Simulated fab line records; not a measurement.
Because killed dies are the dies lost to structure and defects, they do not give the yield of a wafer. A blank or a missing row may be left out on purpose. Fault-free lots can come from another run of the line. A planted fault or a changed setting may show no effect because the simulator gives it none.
What tool caused it? / flow sky130 / 11 lots, 33 wafers sampled, at 5 steps of a route of 708

== WHAT THE GAUGES SHOWED, per wafer ==
SKY_CONTACT_BOW_MEAS_05. Usual: CONTACT_BOW typically reads 80 um, with standard deviation 6.6.
lot=L394; measured=day 31 03:57; on=film-metro-02; CONTACT_BOW (um)=72 82 70; flag=
lot=L396; measured=day 32 00:11; on=film-metro-02; CONTACT_BOW (um)=85 87 80; flag=
lot=L397; measured=day 32 08:35; on=film-metro-02; CONTACT_BOW (um)=90 83 83; flag=
lot=L398; measured=day 32 10:31; on=film-metro-04; CONTACT_BOW (um)=76 77 78; flag=
lot=L399; measured=day 32 23:44; on=film-metro-01; CONTACT_BOW (um)=85 83 74; flag=
lot=L402; measured=day 33 18:20; on=film-metro-02; CONTACT_BOW (um)=83 72 85; flag=
lot=L406; measured=day 34 22:59; on=film-metro-02; CONTACT_BOW (um)=64 76 71; flag=
lot=L408; measured=day 35 11:44; on=film-metro-01; CONTACT_BOW (um)=78 85 89; flag=
lot=L409; measured=day 35 23:20; on=film-metro-01; CONTACT_BOW (um)=82 77 86; flag=
lot=L411; measured=day 36 07:05; on=film-metro-04; CONTACT_BOW (um)=67 79 74; flag=
lot=L416; measured=day 37 21:37; on=film-metro-04; CONTACT_BOW (um)=82 86 86; flag=

SKY_METAL1_THK_MEAS_06: measures by xrf. Usual: METAL1_ALCU_THK typically reads 254.7 nm, with standard deviation 2.9.
lot=L394; measured=day 32 09:20; on=film-metro-04; METAL1_ALCU_THK (nm)=254.2 255.6 257.5; flag=
lot=L396; measured=day 33 05:08; on=film-metro-01; METAL1_ALCU_THK (nm)=253.8 254.1 252.4; flag=
lot=L397; measured=day 33 13:32; on=film-metro-04; METAL1_ALCU_THK (nm)=257.9 257.8 258.2; flag=
lot=L398; measured=day 33 14:41; on=film-metro-03; METAL1_ALCU_THK (nm)=254.8 254.0 258.0; flag=
lot=L399; measured=day 34 03:53; on=film-metro-04; METAL1_ALCU_THK (nm)=259.4 256.7 256.5; flag=
lot=L402; measured=day 34 22:12; on=film-metro-03; METAL1_ALCU_THK (nm)=253.7 252.9 255.6; flag=
lot=L406; measured=day 36 03:25; on=film-metro-04; METAL1_ALCU_THK (nm)=254.8 254.7 250.0; flag=
lot=L408; measured=day 36 16:08; on=film-metro-04; METAL1_ALCU_THK (nm)=257.6 254.8 254.0; flag=
lot=L409; measured=day 37 03:26; on=film-metro-04; METAL1_ALCU_THK (nm)=291.2 291.5 292.9; flag=OFF
lot=L411; measured=day 37 10:51; on=film-metro-04; METAL1_ALCU_THK (nm)=296.8 293.2 299.3; flag=OFF
lot=L416; measured=day 39 01:05; on=film-metro-03; METAL1_ALCU_THK (nm)=252.8 254.0 252.3; flag=

== EACH LOT AND THE TOOL THAT RAN IT (in order: tool; ch and the chambers of the sampled wafers; start) ==
lot=L394; SKY_CONTACT_CMP_27=cmp-02 ch 1,3, day 32 08:46; SKY_METAL1_SPUTTER_00=pvd-sputter-03, day 32 09:04; SKY_METAL1_SPUTTER_04=pvd-sputter-03, day 32 09:09
lot=L396; SKY_CONTACT_CMP_27=cmp-01 ch 0,1,2, day 33 04:40; SKY_METAL1_SPUTTER_00=pvd-sputter-01, day 33 04:52; SKY_METAL1_SPUTTER_04=pvd-sputter-01, day 33 04:58
lot=L397; SKY_CONTACT_CMP_27=cmp-02 ch 0,1, day 33 12:58; SKY_METAL1_SPUTTER_00=pvd-sputter-03, day 33 13:16; SKY_METAL1_SPUTTER_04=pvd-sputter-03, day 33 13:21
lot=L398; SKY_CONTACT_CMP_27=cmp-02 ch 0,1,2, day 33 14:07; SKY_METAL1_SPUTTER_00=pvd-sputter-01, day 33 14:25; SKY_METAL1_SPUTTER_04=pvd-sputter-01, day 33 14:31
lot=L399; SKY_CONTACT_CMP_27=cmp-02 ch 0,1,3, day 34 03:25; SKY_METAL1_SPUTTER_00=pvd-sputter-03, day 34 03:37; SKY_METAL1_SPUTTER_04=pvd-sputter-03, day 34 03:42
lot=L402; SKY_CONTACT_CMP_27=cmp-01 ch 0,1,2, day 34 21:38; SKY_METAL1_SPUTTER_00=pvd-sputter-03, day 34 21:56; SKY_METAL1_SPUTTER_04=pvd-sputter-03, day 34 22:02
lot=L406; SKY_CONTACT_CMP_27=cmp-01 ch 0,1, day 36 02:50; SKY_METAL1_SPUTTER_00=pvd-sputter-03, day 36 03:08; SKY_METAL1_SPUTTER_04=pvd-sputter-03, day 36 03:13
lot=L408; SKY_CONTACT_CMP_27=cmp-02 ch 1,2,3, day 36 15:34; SKY_METAL1_SPUTTER_00=pvd-sputter-02, day 36 15:52; SKY_METAL1_SPUTTER_04=pvd-sputter-02, day 36 15:58
lot=L409; SKY_CONTACT_CMP_27=cmp-01 ch 1,2,3, day 37 02:55; SKY_METAL1_SPUTTER_00=pvd-sputter-01, day 37 03:10; SKY_METAL1_SPUTTER_04=pvd-sputter-01, day 37 03:16
lot=L411; SKY_CONTACT_CMP_27=cmp-01 ch 0,1,2, day 37 10:20; SKY_METAL1_SPUTTER_00=pvd-sputter-03, day 37 10:35; SKY_METAL1_SPUTTER_04=pvd-sputter-03, day 37 10:41
lot=L416; SKY_CONTACT_CMP_27=cmp-01 ch 1,2,3, day 39 00:36; SKY_METAL1_SPUTTER_00=pvd-sputter-02, day 39 00:48; SKY_METAL1_SPUTTER_04=pvd-sputter-02, day 39 00:53
- SKY_CONTACT_CMP_27: polishes, stops on SiO2, t overpolish 15 s, target thk 0 nm.
- SKY_METAL1_SPUTTER_00: material Ti, target thk 15 nm, time 10 s.
- SKY_METAL1_SPUTTER_04: material TiN, target thk 70 nm, time 58.3 s.

== AS READ BY THE TOOLS THEMSELVES (means over the sampled wafers that have a number; for cases with no such wafer, the mark the record gives instead) ==
SKY_CONTACT_CMP_27. Usual: edge-zone-pressure-frac 1.000, standard deviation 0.0049; motor-current-A 10.6 A, standard deviation 1.1; overpolish-run-s 15.000 s, standard deviation 0.0096; time-to-endpoint-s 80 s, standard deviation 4.
lot=L394; tool=cmp-02; edge-zone-pressure-frac=1.005; motor-current-A (A)=10.1; overpolish-run-s (s)=14.996; time-to-endpoint-s (s)=80; flag=
lot=L396; tool=cmp-01; edge-zone-pressure-frac=0.998; motor-current-A (A)=10.4; overpolish-run-s (s)=15.002; time-to-endpoint-s (s)=78; flag=
lot=L397; tool=cmp-02; edge-zone-pressure-frac=1.007; motor-current-A (A)=9.6; overpolish-run-s (s)=15.000; time-to-endpoint-s (s)=76; flag=
lot=L398; tool=cmp-02; edge-zone-pressure-frac=0.999; motor-current-A (A)=10.3; overpolish-run-s (s)=14.998; time-to-endpoint-s (s)=73; flag=
lot=L399; tool=cmp-02; edge-zone-pressure-frac=1.005; motor-current-A (A)=9.8; overpolish-run-s (s)=15.003; time-to-endpoint-s (s)=80; flag=
lot=L402; tool=cmp-01; edge-zone-pressure-frac=1.000; motor-current-A (A)=10.9; overpolish-run-s (s)=14.999; time-to-endpoint-s (s)=78; flag=
lot=L406; tool=cmp-01; edge-zone-pressure-frac=0.993; motor-current-A (A)=10.5; overpolish-run-s (s)=15.002; time-to-endpoint-s (s)=79; flag=
lot=L408; tool=cmp-02; edge-zone-pressure-frac=0.997; motor-current-A (A)=10.6; overpolish-run-s (s)=15.000; time-to-endpoint-s (s)=78; flag=
lot=L409; tool=cmp-01; edge-zone-pressure-frac=0.996; motor-current-A (A)=11.8; overpolish-run-s (s)=14.996; time-to-endpoint-s (s)=81; flag=
lot=L411; tool=cmp-01; edge-zone-pressure-frac=1.001; motor-current-A (A)=10.6; overpolish-run-s (s)=15.004; time-to-endpoint-s (s)=79; flag=
lot=L416; tool=cmp-01; edge-zone-pressure-frac=1.002; motor-current-A (A)=11.6; overpolish-run-s (s)=15.003; time-to-endpoint-s (s)=82; flag=

SKY_METAL1_SPUTTER_00. Usual: cathode-dc-power-W 3000.0 W, standard deviation 0.55; chamber-pressure-pa 0.4000 Pa, standard deviation 0.00075; throttle-valve-pct 30.3 %, standard deviation 1.
lot=L394; tool=pvd-sputter-03; cathode-dc-power-W (W)=3000.0; chamber-pressure-pa (Pa)=0.3999; throttle-valve-pct (%)=30.2; flag=
lot=L396; tool=pvd-sputter-01; cathode-dc-power-W (W)=2999.9; chamber-pressure-pa (Pa)=0.3990; throttle-valve-pct (%)=30.4; flag=
lot=L397; tool=pvd-sputter-03; cathode-dc-power-W (W)=3000.0; chamber-pressure-pa (Pa)=0.4002; throttle-valve-pct (%)=30.1; flag=
lot=L398; tool=pvd-sputter-01; cathode-dc-power-W (W)=3000.1; chamber-pressure-pa (Pa)=0.3997; throttle-valve-pct (%)=29.9; flag=
lot=L399; tool=pvd-sputter-03; cathode-dc-power-W (W)=3000.9; chamber-pressure-pa (Pa)=0.4003; throttle-valve-pct (%)=30.3; flag=
lot=L402; tool=pvd-sputter-03; cathode-dc-power-W (W)=3000.2; chamber-pressure-pa (Pa)=0.3999; throttle-valve-pct (%)=30.3; flag=
lot=L406; tool=pvd-sputter-03; cathode-dc-power-W (W)=3000.4; chamber-pressure-pa (Pa)=0.4002; throttle-valve-pct (%)=31.3; flag=
lot=L408; tool=pvd-sputter-02; cathode-dc-power-W (W)=2999.7; chamber-pressure-pa (Pa)=0.4004; throttle-valve-pct (%)=30.3; flag=
lot=L409; tool=pvd-sputter-01; cathode-dc-power-W (W)=3000.2; chamber-pressure-pa (Pa)=0.4006; throttle-valve-pct (%)=29.4; flag=
lot=L411; tool=pvd-sputter-03; cathode-dc-power-W (W)=3000.0; chamber-pressure-pa (Pa)=0.4003; throttle-valve-pct (%)=30.4; flag=
lot=L416; tool=pvd-sputter-02; cathode-dc-power-W (W)=2999.9; chamber-pressure-pa (Pa)=0.3998; throttle-valve-pct (%)=29.9; flag=

SKY_METAL1_SPUTTER_04. Usual: cathode-dc-power-W 6499.9 W, standard deviation 1.1; chamber-pressure-pa 0.4000 Pa, standard deviation 0.00087; throttle-valve-pct 30.3 %, standard deviation 1.1.
lot=L394; tool=pvd-sputter-03; cathode-dc-power-W (W)=6499.6; chamber-pressure-pa (Pa)=0.4006; throttle-valve-pct (%)=30.3; flag=
lot=L396; tool=pvd-sputter-01; cathode-dc-power-W (W)=6499.7; chamber-pressure-pa (Pa)=0.4000; throttle-valve-pct (%)=30.3; flag=
lot=L397; tool=pvd-sputter-03; cathode-dc-power-W (W)=6500.1; chamber-pressure-pa (Pa)=0.4000; throttle-valve-pct (%)=30.0; flag=
lot=L398; tool=pvd-sputter-01; cathode-dc-power-W (W)=6499.3; chamber-pressure-pa (Pa)=0.4003; throttle-valve-pct (%)=29.9; flag=
lot=L399; tool=pvd-sputter-03; cathode-dc-power-W (W)=6500.0; chamber-pressure-pa (Pa)=0.4004; throttle-valve-pct (%)=30.3; flag=
lot=L402; tool=pvd-sputter-03; cathode-dc-power-W (W)=6501.0; chamber-pressure-pa (Pa)=0.4002; throttle-valve-pct (%)=30.4; flag=
lot=L406; tool=pvd-sputter-03; cathode-dc-power-W (W)=6499.9; chamber-pressure-pa (Pa)=0.3994; throttle-valve-pct (%)=31.3; flag=
lot=L408; tool=pvd-sputter-02; cathode-dc-power-W (W)=6499.2; chamber-pressure-pa (Pa)=0.3996; throttle-valve-pct (%)=30.5; flag=
lot=L409; tool=pvd-sputter-01; cathode-dc-power-W (W)=-; chamber-pressure-pa (Pa)=-; throttle-valve-pct (%)=-; flag=OFF
lot=L411; tool=pvd-sputter-03; cathode-dc-power-W (W)=-; chamber-pressure-pa (Pa)=-; throttle-valve-pct (%)=-; flag=OFF
lot=L416; tool=pvd-sputter-02; cathode-dc-power-W (W)=6500.4; chamber-pressure-pa (Pa)=0.4007; throttle-valve-pct (%)=30.0; flag=

== THE ANSWER, worked out from the rows above alone ==
Rule: a lot is off if the mean of its wafers that have a number lies more than 3 standard deviations from the usual mean. A lot without any number at a reading at which 4 lots or more have one is off too. Any other lot the step has rows for is counted as sound. After the gauges, taken in route order, come the tools' own readings; for these a lot's mean is taken, as printed above. At the first step where some lot is off, the reading lying furthest off is the one used; lots without a number count as furthest.
Off: L409, L411, at SKY_METAL1_THK_MEAS_06 (METAL1_ALCU_THK).
If a tool, at a process step before that reading, ran all the lots that are off and no sound lot after the first of them, it fits. Not tried: the gauges at SKY_METAL1_THK_MEAS_06; whatever is off there is also off at SKY_METAL1_SPUTTER_04, on other tools, and gauge error can't account for it. Of those tried, none fits.

== WHAT THE SIMULATOR HAD PUT IN ==
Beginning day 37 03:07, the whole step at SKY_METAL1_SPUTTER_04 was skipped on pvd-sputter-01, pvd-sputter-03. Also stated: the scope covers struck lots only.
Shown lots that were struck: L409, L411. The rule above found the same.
